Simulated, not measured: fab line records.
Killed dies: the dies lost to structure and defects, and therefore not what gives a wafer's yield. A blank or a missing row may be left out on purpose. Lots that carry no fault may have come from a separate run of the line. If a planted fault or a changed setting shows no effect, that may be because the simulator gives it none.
One fault seen from 2 desks -- flow sky130 -- numbers are kept per desk, each desk with only its own; the story behind them comes last

## THE TOOL OWNER'S DESK: lpcvd-01
The tool's own readings at SKY_POLY_GATE_CVD_00 (deposits poly-Si, target thk 180 nm, time 720 s): means of the sampled wafers that have a number, for each lot that ran on this tool. If a lot's mean is further than 4 standard deviations from the usual mean, the lot is out of limits and carries the mark OUT (the distance appears in the brackets).
Columns: A = spike tc bottom C at SKY_POLY_GATE_CVD_00, usual 643.3 C; B = spike tc centre C at SKY_POLY_GATE_CVD_00, usual 620.2 C; C = spike tc lower C at SKY_POLY_GATE_CVD_00, usual 619.7 C; D = spike tc top C at SKY_POLY_GATE_CVD_00, usual 640.8 C; E = spike tc upper C at SKY_POLY_GATE_CVD_00, usual 618.1 C; F = susceptor temp C at SKY_POLY_GATE_CVD_00, usual 619.97 C
lot,first seen here,A,B,C,D,E,F
L139,day 14 01:40,644.3,621.2,620.0,639.0,617.9,620.39
L140,day 14 03:21,645.8,621.2,620.1,638.6,619.4,619.56
L141,day 14 13:06,644.3,620.5,619.8,639.0,618.0,619.86
L142,day 14 21:18,641.9,619.2,619.0,642.1,618.2,620.23
L143,day 15 02:17,644.6,620.2,618.7,638.8,618.1,620.04
L144,day 15 14:46,641.9,619.9,619.0,642.7,617.5,619.75
L145,day 15 23:52,644.3,622.2,619.6,639.3,619.0,619.83
L146,day 16 05:48,644.7,621.0,619.7,639.9,618.6,619.97
L147,day 16 15:36,641.9,619.2,619.3,642.6,618.7,620.06
L155,day 19 17:10,653.7 (+6.1) OUT,631.5 (+10) OUT,631.1 (+11) OUT,653.6 (+6.4) OUT,629.8 (+12) OUT,631.79 (+42) OUT
L159,day 20 21:10,646.0,620.0,619.9,638.3,617.6,620.03
This desk's finding: out of limits on L155; first on L155, day 19 17:10 (spike tc bottom C at SKY_POLY_GATE_CVD_00). In limits: L139, L140, L141, L142, L143, L144, L145, L146, L147, L159.

## FROM THE METROLOGY DESK
Lot by lot, what the gauges showed, no matter which tool ran the lot: averages of those sampled wafers that carry a number. If a lot's mean is further than 4 standard deviations from the usual mean, the lot is out of limits and carries the mark OUT (the distance appears in the brackets).
Columns: A = POLY_GATE_CVD_00_THK at SKY_POLY_GATE_THK_MEAS_01, usual 180.5 nm; B = VIA1_HDPCVD_THK at SKY_VIA1_THK_MEAS_01, usual 1032 nm; C = VIA1_BOW at SKY_VIA1_BOW_MEAS_03, usual 78 um
lot,first seen here,A,B,C
L139,day 14 02:53,180.1,1036,89
L140,day 14 04:34,179.7,1033,79
L141,day 14 14:19,180.8,1029,81
L142,day 14 22:30,180.6,1039,80
L143,day 15 03:29,181.3,1032,76
L144,day 15 15:58,182.5,1036,82
L145,day 16 01:40,179.8,1031,75
L146,day 16 07:36,180.0,1041,74
L147,day 16 16:49,179.2,1032,77
L155,day 19 18:22,236.0 (+50) OUT,-,-
L159,day 20 22:22,181.2,1024,74
Finding of this desk: L155 out of limits, first seen on L155 at day 19 18:22 (POLY_GATE_CVD_00_THK at SKY_POLY_GATE_THK_MEAS_01). In limits: L139, L140, L141, L142, L143, L144, L145, L146, L147, L159.

## ALL TOGETHER
An alarm could have come from the tool owner's desk at day 19 17:10, on L155.
Metrology desk: alarm possible at day 19 18:22 on L155.
On lpcvd-01, each named lot ran SKY_POLY_GATE_CVD_00.

## WHAT THE SIMULATOR HAD INSERTED
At SKY_POLY_GATE_CVD_00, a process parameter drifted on lpcvd-01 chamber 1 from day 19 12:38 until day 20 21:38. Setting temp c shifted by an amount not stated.
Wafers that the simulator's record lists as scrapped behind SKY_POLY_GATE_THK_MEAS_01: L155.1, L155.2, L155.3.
Struck lots among those shown: L155.
Fault start to first reading out of limits, in hours, per desk: tool owner, 5; metrology, 6.
